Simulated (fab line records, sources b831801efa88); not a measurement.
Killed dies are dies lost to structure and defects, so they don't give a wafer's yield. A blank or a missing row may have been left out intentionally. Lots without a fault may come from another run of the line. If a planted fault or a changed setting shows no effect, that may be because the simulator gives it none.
fab line records || flow sky130
record {"lots": 4, "wafers": 12, "lastDay": 49}
route steps=708 shown VIA3@575 METAL4@598 CAP2M@603 PAD_OPEN@708
lots untouched by any fault: they come from a run of this same line in which no faults occurred
startH: hours from the record's first day to the start of the lot's first wafer shown || waitH: hours elapsed since this lot's preceding step || " the same as in the row above || L1.1+2: a row that stands for several wafers || - no value, or no start given || * or withheld: withheld || < > ~ a bound
route shown NAME@n: a module of which the file shows steps, and the number in the route of the first || usual: mean and standard deviation over wafers with no fault || same: alike in all rows || chamber/n: place in a boat || sites: the reading at each site || _std_site: the values' standard deviation || _edge_site: inner sites' mean taken away from outer sites' mean || radiusMm: for every site, how far away it sits from the centre of the wafer || mask NAME#n: copy n || behind: tool/chamber where the wafer was last shaped || hold: the reason the lot was held/the length of the hold in hours/how it ended || device: the n, p or np transistor that did not switch || end of line: the same wafers' tests at the end of the route || a step with no rows: only its recipe || killed: dies lost to structure and defects at the first sort, not the wafer's yield || map: a wafer's dies, x killed, . not, _ none there
set.NAME: the setting that was run; set.NAME@STEP: the one run at that earlier step || model.NAME: the simulator's own value behind a step, which no gauge read
certain route steps with their lots: each step a table, each wafer a row
services: the hour from which a tool's chamber was out of use, counted from the record's first day as startH (under 0 if before that day), plus the number of hours and why
## steps
# step SKY_VIA3_CMP_02
# recipe {"material": "SiO2", "downForcePsi": 4, "platenRpm": 60, "padVelocityMS": 0.94248}
# step SKY_VIA3_DEHYDRATE_04
# recipe {"tempC": 200, "timeS": 60}
# step SKY_VIA3_HMDS_05
# recipe {"primeTimeS": 60, "primeTempC": 120}
# step SKY_VIA3_COAT_06
# recipe {"resist": "BARC", "tempC": "withheld", "timeS": "withheld", "spinRpm": 3000, "resistThkNm": 60}
# step SKY_VIA3_COAT_07
# recipe {"resist": "KrF-thick", "spinRpm": 3000, "resistThkNm": 450}
# step SKY_VIA3_SOFTBAKE_08
# recipe {"tempC": 100, "timeS": 90, "resist": "KrF-thick"}
# step SKY_VIA3_EXPOSE_09
# recipe {"maskId": "VIM3", "na": 0.8, "sourceShape": "annular", "sigmaInner": 0.55, "sigmaOuter": 0.85, "targetCdNm": 200, "doseMj": 38}
# step SKY_VIA3_PEB_10
# recipe {"pebTempC": "withheld", "pebTimeS": "withheld", "resist": "KrF-thick"}
# step SKY_VIA3_DEVELOP_11
# recipe {"developTimeS": 60, "resist": "KrF-thick", "devTempC": 21}
# step SKY_VIA3_ETCH_14
# recipe {"chemistry": "N2/H2", "target": "BARC", "ionEnergyEv": 200, "sourceW": 500, "biasW": 100, "pressureMtorr": 30, "n2FlowSccm": 100, "h2FlowSccm": 200, "stopOn": "SiO2", "timeS": 45.9, "targetDepthA": 600}
# usual {"drypumpMotorCurrentA": "5.5/0.59", "oesProductAu": "0.854/0.0048", "rfFwdPowerW": "495.8/1.5", "throttleValvePct": "13.225/0.0081"}
{"lot.wafer": "L778.1", "tool": "rieDiel-03", "chamber": 0, "startH": 968.67, "waitH": 0.0, "drypumpMotorCurrentA": 5.6, "oesProductAu": 0.855, "rfFwdPowerW": 497.2, "rfHoursCounterH": 18, "throttleValvePct": 13.226}
{"lot.wafer": "L778.3", "tool": "rieDiel-03", "chamber": 1, "startH": 968.67, "waitH": 0.0, "drypumpMotorCurrentA": 6.8, "oesProductAu": 0.850, "rfFwdPowerW": 496.0, "rfHoursCounterH": 13, "throttleValvePct": 13.218}
{"lot.wafer": "L778.5", "tool": "rieDiel-03", "chamber": 2, "startH": 968.67, "waitH": 0.0, "drypumpMotorCurrentA": 5.2, "oesProductAu": 0.844, "rfFwdPowerW": 495.9, "rfHoursCounterH": "-", "throttleValvePct": 13.214}
{"lot.wafer": "L786.1", "tool": "rieDiel-04", "chamber": 0, "startH": 1030.03, "waitH": 0.0, "drypumpMotorCurrentA": 5.5, "oesProductAu": 0.852, "rfFwdPowerW": 497.9, "rfHoursCounterH": 12, "throttleValvePct": 13.227}
{"lot.wafer": "L786.3", "tool": "rieDiel-04", "chamber": 2, "startH": 1030.03, "waitH": 0.0, "drypumpMotorCurrentA": 5.7, "oesProductAu": 0.854, "rfFwdPowerW": 495.7, "rfHoursCounterH": 12, "throttleValvePct": 13.226}
{"lot.wafer": "L786.5", "tool": "rieDiel-04", "chamber": 0, "startH": 1030.03, "waitH": 0.0, "drypumpMotorCurrentA": 5.4, "oesProductAu": 0.853, "rfFwdPowerW": 495.5, "rfHoursCounterH": "-", "throttleValvePct": 13.202}
{"lot.wafer": "L788.2", "tool": "rieDiel-03", "chamber": 0, "startH": 1036.63, "waitH": 0.0, "drypumpMotorCurrentA": 5.6, "oesProductAu": 0.852, "rfFwdPowerW": 499.3, "rfHoursCounterH": 21, "throttleValvePct": 13.221}
{"lot.wafer": "L788.3", "tool": "rieDiel-03", "chamber": 1, "startH": 1036.63, "waitH": 0.0, "drypumpMotorCurrentA": 6.7, "oesProductAu": 0.855, "rfFwdPowerW": 493.8, "rfHoursCounterH": 15, "throttleValvePct": 13.244}
{"lot.wafer": "L788.6", "tool": "rieDiel-03", "chamber": 1, "startH": 1036.63, "waitH": 0.0, "drypumpMotorCurrentA": 6.8, "oesProductAu": 0.848, "rfFwdPowerW": 494.3, "rfHoursCounterH": "-", "throttleValvePct": 13.212}
{"lot.wafer": "L787.1", "tool": "rieDiel-03", "chamber": 0, "startH": 1040.93, "waitH": 0.0, "drypumpMotorCurrentA": 5.6, "oesProductAu": 0.850, "rfFwdPowerW": 496.0, "rfHoursCounterH": 21, "throttleValvePct": 13.218}
{"lot.wafer": "L787.4", "tool": "rieDiel-03", "chamber": 2, "startH": 1040.93, "waitH": 0.0, "drypumpMotorCurrentA": 5.2, "oesProductAu": 0.852, "rfFwdPowerW": 498.9, "rfHoursCounterH": 13, "throttleValvePct": 13.211}
{"lot.wafer": "L787.6", "tool": "rieDiel-03", "chamber": 0, "startH": 1040.93, "waitH": 0.0, "drypumpMotorCurrentA": 5.6, "oesProductAu": 0.852, "rfFwdPowerW": 498.1, "rfHoursCounterH": "-", "throttleValvePct": 13.242}
# step SKY_VIA3_ETCH_15
# recipe {"target": "SiO2", "chemistry": "C4F8/O2/Ar", "targetDepthNm": 507, "stopOn": "TiN", "maskMaterial": "KrF-thick", "sourceW": 1500, "biasW": 1200, "pressureMtorr": 40, "c4f8FlowSccm": "withheld", "O2_flow_sccm": 6, "Ar_flow_sccm": 300, "timeS": 78}
# step SKY_VIA3_STRIP_16
# recipe {"chemistry": "O2/N2", "powerW": 1400, "pressureMtorr": 1500, "platenTempC": "withheld", "o2FlowSccm": 3000, "n2FlowSccm": 300, "overashFraction": 0.5}
# step SKY_VIA3_STRIP_17
# recipe {"chemistry": "postEtchResidueRemover", "timeS": 1200, "tempC": 72.5}
# step SKY_VIA3_CLEAN_18
# recipe {"chemistry": "IPA", "timeS": 180, "tempC": 25}
# step SKY_VIA3_CLEAN_19
# recipe {"chemistry": "O3/DIW", "dry": "n2Spin"}
# step SKY_VIA3_SPUTTER_20
# recipe {"material": "TiN", "targetThkNm": 20, "chamberPressurePa": 5, "powerW": 4000, "timeS": 80}
# step SKY_VIA3_CVD_21
# recipe {"material": "W", "targetThkNm": 390, "timeS": 117.31, "tempC": 400, "pressureTorr": 40}
# step SKY_VIA3_CMP_24
# recipe {"stopOn": "SiO2", "tOverpolishS": 20, "downForcePsi": 3.5, "platenRpm": 60, "targetThkNm": 0, "padVelocityMS": 0.94248}
# step SKY_METAL4_SPUTTER_00
# recipe {"material": "Ti", "targetThkNm": 15, "powerW": 3000, "timeS": 9.726, "chamberPressurePa": 0.4}
# step SKY_METAL4_SPUTTER_01
# recipe {"material": "TiN", "targetThkNm": 20, "powerW": 6500, "timeS": 16.7, "chamberPressurePa": 0.4}
# step SKY_METAL4_SPUTTER_02
# recipe {"material": "AlCu", "targetThkNm": 735, "powerW": 10600, "timeS": 39.1, "chamberPressurePa": 0.4}
# step SKY_METAL4_SPUTTER_03
# recipe {"material": "Ti", "targetThkNm": 5, "powerW": 3000, "timeS": 3.3, "chamberPressurePa": 0.4}
# step SKY_METAL4_SPUTTER_04
# recipe {"material": "TiN", "targetThkNm": 70, "powerW": 6500, "timeS": 58.3, "chamberPressurePa": 0.4}
# step SKY_CAP2M_CVD_00
# recipe {"material": "SiO2", "targetThkNm": 15.5, "tempC": 400, "timeS": "withheld", "rfW": 450}
# step SKY_CAP2M_SPUTTER_02
# recipe {"material": "TiN", "targetThkNm": 200, "tempC": 300, "powerW": 6500, "timeS": 166.7, "chamberPressurePa": 0.4}
# step SKY_CAP2M_DEHYDRATE_05
# recipe {"tempC": 200, "timeS": 60}
# step SKY_CAP2M_HMDS_06
# recipe {"primeTimeS": 60, "primeTempC": 120}
# step SKY_CAP2M_COAT_07
# recipe {"resist": "NOVOLAK", "spinRpm": 3000, "resistThkNm": 1140}
# step SKY_CAP2M_SOFTBAKE_08
# recipe {"tempC": 90, "timeS": 60, "resist": "NOVOLAK"}
# step SKY_CAP2M_EXPOSE_09
# recipe {"maskId": "CAP2M", "na": 0.6, "sourceShape": "conventional", "sigmaOuter": 0.6, "polarization": "unpolarized", "targetCdNm": 1000, "doseMj": 159}
# step SKY_CAP2M_PEB_10
# recipe {"tempC": "withheld", "timeS": "*", "resist": "NOVOLAK"}
# step SKY_CAP2M_DEVELOP_11
# recipe {"resist": "NOVOLAK", "developer": "TMAH", "developTimeS": 60, "devTempC": 23}
# step SKY_CAP2M_METAL_ETCH_13
# recipe {"targetDepthNm": 220, "stopOn": "SiO2", "chemistry": "Cl2/BCl3", "target": "TiN", "pressureMtorr": 10, "icpW": 900, "biasW": 48.5, "Cl2_flow_sccm": 60, "bcl3FlowSccm": 30, "timeS": 62.9}
# step SKY_PAD_OPEN_PROBE_99
# usual {"defectLimitedYield": "82.6/2", "killed_at_M0_to_M3": "43/7.6", "killed_at_M4_up": "2.9/1.9", "killedAtContacts": "24/5", "killedAtFrontEnd": "15/4.3", "killedDies": "85/10", "killedOpen": "47/7", "killedShort": "38/6.4", "sort_bin_3_pad_short": "0.8/0.4", "sort_bin_5_function": "10.3/1.6", "sort_bin_6_memory": "6.2/1.1", "sortNPass": "407/10", "sortYieldPct": "82.6/2"}
# same {"grossDies": 492, "killedAtBackSide": 0, "killedAtOther": 0, "sort_bin_4_leakage[%]": 0, "sort_bin_8_speed[%]": 0}
{"lot.wafer": "L778.1", "tool": "prober-01", "chamber": "-", "startH": 1111.08, "waitH": 0.1, "defectLimitedYield[%]": 81.3, "killed_at_M0_to_M3": 59, "killed_at_M4_up": 4, "killedAtContacts": 17, "killedAtFrontEnd": 12, "killedDies": 92, "killedOpen": 46, "killedShort": 46, "sort_bin_3_pad_short[%]": 1.0, "sort_bin_5_function[%]": 11.8, "sort_bin_6_memory[%]": 5.9, "sortNPass": 400, "sortYieldPct[%]": 81.3, "model.etest.tester.sortNPass": 400, "model.etest.tester.sortYieldPct": 81.3, "model.etest.tester.sort_bin_5_pct": 11.79, "model.etest.tester.sort_bin_3_pct": 1.016}
{"lot.wafer": "L778.3", "tool": "prober-01", "chamber": "-", "startH": 1111.18, "waitH": 0.2, "defectLimitedYield[%]": 84.8, "killed_at_M0_to_M3": 41, "killed_at_M4_up": 1, "killedAtContacts": 18, "killedAtFrontEnd": 15, "killedDies": 75, "killedOpen": 45, "killedShort": 30, "sort_bin_3_pad_short[%]": 1.4, "sort_bin_5_function[%]": 7.9, "sort_bin_6_memory[%]": 5.9, "sortNPass": 417, "sortYieldPct[%]": 84.8, "model.etest.tester.sortNPass": 417, "model.etest.tester.sortYieldPct": 84.76, "model.etest.tester.sort_bin_5_pct": 7.927, "model.etest.tester.sort_bin_3_pct": 1.423}
{"lot.wafer": "L778.5", "tool": "prober-01", "chamber": "-", "startH": 1111.28, "waitH": 0.2, "defectLimitedYield[%]": 86.0, "killed_at_M0_to_M3": 31, "killed_at_M4_up": 4, "killedAtContacts": 18, "killedAtFrontEnd": 16, "killedDies": 69, "killedOpen": 41, "killedShort": 28, "sort_bin_3_pad_short[%]": 0.4, "sort_bin_5_function[%]": 8.7, "sort_bin_6_memory[%]": 4.9, "sortNPass": 423, "sortYieldPct[%]": 86.0, "model.etest.tester.sortNPass": 423, "model.etest.tester.sortYieldPct": 85.98, "model.etest.tester.sort_bin_5_pct": 8.74, "model.etest.tester.sort_bin_3_pct": 0.4065}
{"lot.wafer": "L786.1", "tool": "prober-01", "chamber": "-", "startH": 1161.08, "waitH": 0.1, "defectLimitedYield[%]": 80.3, "killed_at_M0_to_M3": 50, "killed_at_M4_up": 0, "killedAtContacts": 27, "killedAtFrontEnd": 20, "killedDies": 97, "killedOpen": 48, "killedShort": 49, "sort_bin_3_pad_short[%]": 1.0, "sort_bin_5_function[%]": 11.8, "sort_bin_6_memory[%]": 6.9, "sortNPass": 395, "sortYieldPct[%]": 80.3, "model.etest.tester.sortNPass": 395, "model.etest.tester.sortYieldPct": 80.28, "model.etest.tester.sort_bin_5_pct": 11.79, "model.etest.tester.sort_bin_3_pct": 1.016}
{"lot.wafer": "L786.3", "tool": "prober-01", "chamber": "-", "startH": 1161.18, "waitH": 0.2, "defectLimitedYield[%]": 84.6, "killed_at_M0_to_M3": 46, "killed_at_M4_up": 2, "killedAtContacts": 21, "killedAtFrontEnd": 7, "killedDies": 76, "killedOpen": 41, "killedShort": 35, "sort_bin_3_pad_short[%]": 0.6, "sort_bin_5_function[%]": 8.7, "sort_bin_6_memory[%]": 6.1, "sortNPass": 416, "sortYieldPct[%]": 84.6, "model.etest.tester.sortNPass": 416, "model.etest.tester.sortYieldPct": 84.55, "model.etest.tester.sort_bin_5_pct": 8.74, "model.etest.tester.sort_bin_3_pct": 0.6098}
{"lot.wafer": "L786.5", "tool": "prober-01", "chamber": "-", "startH": 1161.28, "waitH": 0.2, "defectLimitedYield[%]": 84.6, "killed_at_M0_to_M3": 34, "killed_at_M4_up": 5, "killedAtContacts": 29, "killedAtFrontEnd": 8, "killedDies": 76, "killedOpen": 37, "killedShort": 39, "sort_bin_3_pad_short[%]": 0.6, "sort_bin_5_function[%]": 9.3, "sort_bin_6_memory[%]": 5.5, "sortNPass": 416, "sortYieldPct[%]": 84.6, "model.etest.tester.sortNPass": 416, "model.etest.tester.sortYieldPct": 84.55, "model.etest.tester.sort_bin_5_pct": 9.35, "model.etest.tester.sort_bin_3_pct": 0.6098}
{"lot.wafer": "L788.2", "tool": "prober-02", "chamber": "-", "startH": 1168.16, "waitH": 0.1, "defectLimitedYield[%]": 69.1, "killed_at_M0_to_M3": 115, "killed_at_M4_up": 4, "killedAtContacts": 15, "killedAtFrontEnd": 18, "killedDies": 152, "killedOpen": 47, "killedShort": 31, "sort_bin_3_pad_short[%]": 4.1, "sort_bin_5_function[%]": 20.3, "sort_bin_6_memory[%]": 6.5, "sortNPass": 340, "sortYieldPct[%]": 69.1, "model.etest.tester.sortNPass": 340, "model.etest.tester.sortYieldPct": 69.11, "model.etest.tester.sort_bin_5_pct": 20.33, "model.etest.tester.sort_bin_3_pct": 4.065}
{"lot.wafer": "L788.3", "tool": "prober-02", "chamber": "-", "startH": 1168.21, "waitH": 0.2, "defectLimitedYield[%]": 81.1, "killed_at_M0_to_M3": 51, "killed_at_M4_up": 5, "killedAtContacts": 23, "killedAtFrontEnd": 14, "killedDies": 93, "killedOpen": 53, "killedShort": 40, "sort_bin_3_pad_short[%]": 0.8, "sort_bin_5_function[%]": 10.8, "sort_bin_6_memory[%]": 7.3, "sortNPass": 399, "sortYieldPct[%]": 81.1, "model.etest.tester.sortNPass": 399, "model.etest.tester.sortYieldPct": 81.1, "model.etest.tester.sort_bin_5_pct": 10.77, "model.etest.tester.sort_bin_3_pct": 0.813}
{"lot.wafer": "L788.6", "tool": "prober-02", "chamber": "-", "startH": 1168.36, "waitH": 0.2, "defectLimitedYield[%]": 85.0, "killed_at_M0_to_M3": 33, "killed_at_M4_up": 0, "killedAtContacts": 23, "killedAtFrontEnd": 18, "killedDies": 74, "killedOpen": 34, "killedShort": 40, "sort_bin_3_pad_short[%]": 0.6, "sort_bin_5_function[%]": 8.3, "sort_bin_6_memory[%]": 6.1, "sortNPass": 418, "sortYieldPct[%]": 85.0, "model.etest.tester.sortNPass": 418, "model.etest.tester.sortYieldPct": 84.96, "model.etest.tester.sort_bin_5_pct": 8.333, "model.etest.tester.sort_bin_3_pct": 0.6098}
{"lot.wafer": "L787.1", "tool": "prober-01", "chamber": "-", "startH": 1169.39, "waitH": 0.1, "defectLimitedYield[%]": 70.1, "killed_at_M0_to_M3": 97, "killed_at_M4_up": 5, "killedAtContacts": 27, "killedAtFrontEnd": 18, "killedDies": 147, "killedOpen": 44, "killedShort": 35, "sort_bin_3_pad_short[%]": 5.1, "sort_bin_5_function[%]": 16.9, "sort_bin_6_memory[%]": 7.9, "sortNPass": 345, "sortYieldPct[%]": 70.1, "model.etest.tester.sortNPass": 345, "model.etest.tester.sortYieldPct": 70.12, "model.etest.tester.sort_bin_5_pct": 16.87, "model.etest.tester.sort_bin_3_pct": 5.081}
{"lot.wafer": "L787.4", "tool": "prober-01", "chamber": "-", "startH": 1169.54, "waitH": 0.2, "defectLimitedYield[%]": 83.5, "killed_at_M0_to_M3": 42, "killed_at_M4_up": 1, "killedAtContacts": 28, "killedAtFrontEnd": 10, "killedDies": 81, "killedOpen": 48, "killedShort": 33, "sort_bin_3_pad_short[%]": 0.8, "sort_bin_5_function[%]": 9.8, "sort_bin_6_memory[%]": 5.9, "sortNPass": 411, "sortYieldPct[%]": 83.5, "model.etest.tester.sortNPass": 411, "model.etest.tester.sortYieldPct": 83.54, "model.etest.tester.sort_bin_5_pct": 9.756, "model.etest.tester.sort_bin_3_pct": 0.813}
{"lot.wafer": "L787.6", "tool": "prober-01", "chamber": "-", "startH": 1169.64, "waitH": 0.2, "defectLimitedYield[%]": 70.3, "killed_at_M0_to_M3": 114, "killed_at_M4_up": 1, "killedAtContacts": 19, "killedAtFrontEnd": 12, "killedDies": 146, "killedOpen": 50, "killedShort": 29, "sort_bin_3_pad_short[%]": 4.1, "sort_bin_5_function[%]": 18.3, "sort_bin_6_memory[%]": 7.3, "sortNPass": 346, "sortYieldPct[%]": 70.3, "model.etest.tester.sortNPass": 346, "model.etest.tester.sortYieldPct": 70.33, "model.etest.tester.sort_bin_5_pct": 18.29, "model.etest.tester.sort_bin_3_pct": 4.065}
# killed by level:class
L778.1 VIA3:geometricParticle:open=14 METAL1:geometricParticle:short=11 VIA1:geometricParticle:short=9 CONTACT:geometricParticle:open=6 VIA2:geometricParticle:open=6 VIA1:geometricParticle:open=5 METAL4:geometricParticle:short=4 LI_CONTACT:geometricParticle:open=4
L778.3 VIA1:geometricParticle:open=9 CONTACT:geometricParticle:open=7 FIELD_ISO:geometricParticle:open=6 METAL1:geometricParticle:short=5 LI_CONTACT:geometricParticle:open=5 VIA1:geometricParticle:short=5 VIA2:geometricParticle:open=5 POLY_GATE:geometricParticle:short=4
L778.5 LI_CONTACT:geometricParticle:open=9 VIA1:geometricParticle:open=6 VIA3:geometricParticle:open=6 FIELD_ISO:geometricParticle:open=5 POLY_GATE:geometricParticle:short=5 FIELD_ISO:geometricParticle:short=4 CONTACT:geometricParticle:open=4 VIA2:geometricParticle:open=4
L786.1 VIA1:geometricParticle:open=12 CONTACT:geometricParticle:short=11 CONTACT:geometricParticle:open=8 VIA2:geometricParticle:open=8 POLY_GATE:geometricParticle:short=6 METAL1:geometricParticle:short=6 FIELD_ISO:geometricParticle:open=5 FIELD_ISO:geometricParticle:short=5
L786.3 VIA1:geometricParticle:open=13 VIA1:geometricParticle:short=10 CONTACT:geometricParticle:open=7 METAL2:geometricParticle:short=6 LI_CONTACT:geometricParticle:open=6 VIA2:geometricParticle:open=5 FIELD_ISO:geometricParticle:open=4 LOCAL_INTERCONNECT:geometricParticle:short=4
L786.5 CONTACT:geometricParticle:open=8 CONTACT:geometricParticle:short=7 LI_CONTACT:geometricParticle:open=6 LOCAL_INTERCONNECT:geometricParticle:short=6 VIA2:geometricParticle:short=6 VIA1:geometricParticle:open=6 METAL1:geometricParticle:short=5 METAL1:geometricParticle:open=4
L788.2 VIA3:unspecified=74 VIA2:geometricParticle:open=12 VIA1:geometricParticle:open=8 LI_CONTACT:geometricParticle:open=6 FIELD_ISO:geometricParticle:open=5 POLY_GATE:geometricParticle:open=5 VIA1:geometricParticle:short=5 POLY_GATE:geometricParticle:short=4
L788.3 VIA1:geometricParticle:open=17 CONTACT:geometricParticle:open=9 VIA2:geometricParticle:open=6 LI_CONTACT:geometricParticle:open=5 VIA3:geometricParticle:open=5 METAL3:geometricParticle:short=4 LI_CONTACT:geometricParticle:short=4 VIA3:geometricParticle:short=4
L788.6 CONTACT:geometricParticle:open=9 VIA1:geometricParticle:open=8 LOCAL_INTERCONNECT:geometricParticle:short=6 METAL2:geometricParticle:short=5 FIELD_ISO:geometricParticle:open=4 FIELD_ISO:geometricParticle:short=4 VIA3:geometricParticle:open=4 POLY_GATE:geometricParticle:short=3
L787.1 VIA3:unspecified=68 LI_CONTACT:geometricParticle:open=9 CONTACT:geometricParticle:open=8 FIELD_ISO:geometricParticle:open=6 METAL4:geometricParticle:short=5 METAL1:geometricParticle:short=5 LOCAL_INTERCONNECT:geometricParticle:short=4 VIA1:geometricParticle:open=4
L787.4 VIA1:geometricParticle:open=13 CONTACT:geometricParticle:open=7 METAL1:geometricParticle:short=7 LI_CONTACT:geometricParticle:open=6 CONTACT:geometricParticle:short=6 VIA2:geometricParticle:open=6 LI_CONTACT:geometricParticle:short=4 VIA3:geometricParticle:open=4
L787.6 VIA3:unspecified=67 VIA1:geometricParticle:open=12 CONTACT:geometricParticle:open=11 VIA2:geometricParticle:open=8 METAL2:geometricParticle:short=6 VIA1:geometricParticle:short=5 METAL1:geometricParticle:short=4 VIA3:geometricParticle:open=4
# map L787.1 (x killed, . not)
__________.....x...._________
________.......xx..x.._______
______...x..xxx........._____
_____.x..xxxxxxxx........____
____...xxxxxxxxxxxx......x___
___.....xxxxxxxxxx.....x...__
__.....x.xxxxxxxxx.x......x._
_....x.x.xxxxxxxxx........x..
_..x.x.xx.xxxxxxxx..x....xx..
_.x......xxxxxxxx.x..........
_..x.x..x..x..xx.......x.....
_...x...xx..x..x.x...........
_x......x.......x........x...
_....x....xxx.x........x.....
_.x.............x.....x....x.
__.............x.x...x...xxx_
___..x.......x...x.........__
____.x.x.......x...xxxx..x___
_____.x................x.____
______.x...x....xx..x.x._____
________.....x....x.x._______
__________....xx...._________
# map L788.2 (x killed, . not)
__________.x.x..xx.._________
________..xx.x..x...x._______
______..xx..xxxxxx......_____
_____...x.xxxxxx.........____
____....x.xxxxxxxx...x...x___
___.....xxxxxxxxxxx........__
__...xxxxxxxxxxxxxx..xx....._
_..x.....xxxxxxxxx.x..x......
_........xxxxxxxx.x.x........
_..x...x..xxxxxx.x........x..
_.x....x...xxx.x........x....
_.xxx......x............x..x.
_............xx....x.....x...
_x.xx..............x...x..x.x
_.x........xx.....x.x........
__.........xx....x...x.x...x_
___....x....xx....x...x....__
____x........xx..xxx...x..___
_____...x...x.......x....____
______...xx....x....x..x_____
________...........x.._______
__________......x..x_________
## services
{"tool": "rieDiel-03", "chamber": 3, "startH": 964.08, "hours": "-", "kind": "clean"}
{"tool": "rieDiel-03", "chamber": 3, "startH": 964.08, "hours": "-", "kind": "consumableReplace:showerhead"}
{"tool": "rieDiel-03", "chamber": 3, "startH": 964.08, "hours": 16.3, "kind": "scheduledDown"}
{"tool": "rieDiel-03", "chamber": 3, "startH": 964.08, "hours": 16.3, "kind": "ventCycle"}
{"tool": "rieDiel-03", "chamber": 2, "startH": 996.65, "hours": 6.9, "kind": "repair"}
{"tool": "rieDiel-04", "chamber": 2, "startH": 1014.35, "hours": 3.0, "kind": "repair"}
{"tool": "rieDiel-04", "chamber": 2, "startH": 1031.03, "hours": 4.7, "kind": "repair"}
## key
firstSign {"step": "SKY_PAD_OPEN_PROBE_99", "reading": "sort_bin_3_pad_short", "direction": "up", "sigmas": 9, "usual": 0.8, "struck": 4.4}
effect {"step": "SKY_PAD_OPEN_PROBE_99", "reading": "killed_at_M0_to_M3", "direction": "up", "sigmas": 8.6, "usual": 43, "struck": 109}
modelEffect {"step": "SKY_PAD_OPEN_PROBE_99", "value": "etest.tester.sortNPass", "without": 401.7, "struck": 343.7}
metAt SKY_VIA3_ETCH_14
struckWafers L787.1,L787.6,L788.2
onsetBetween 968.67 1036.63
fault {"kind": "chamberParticleSource", "tool": "rieDiel-03", "chamber": 0, "onsetH": 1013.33, "steps": "SKY_VIA3_ETCH_14", "ratePerVisitCm2": 1.8175, "endH": 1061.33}
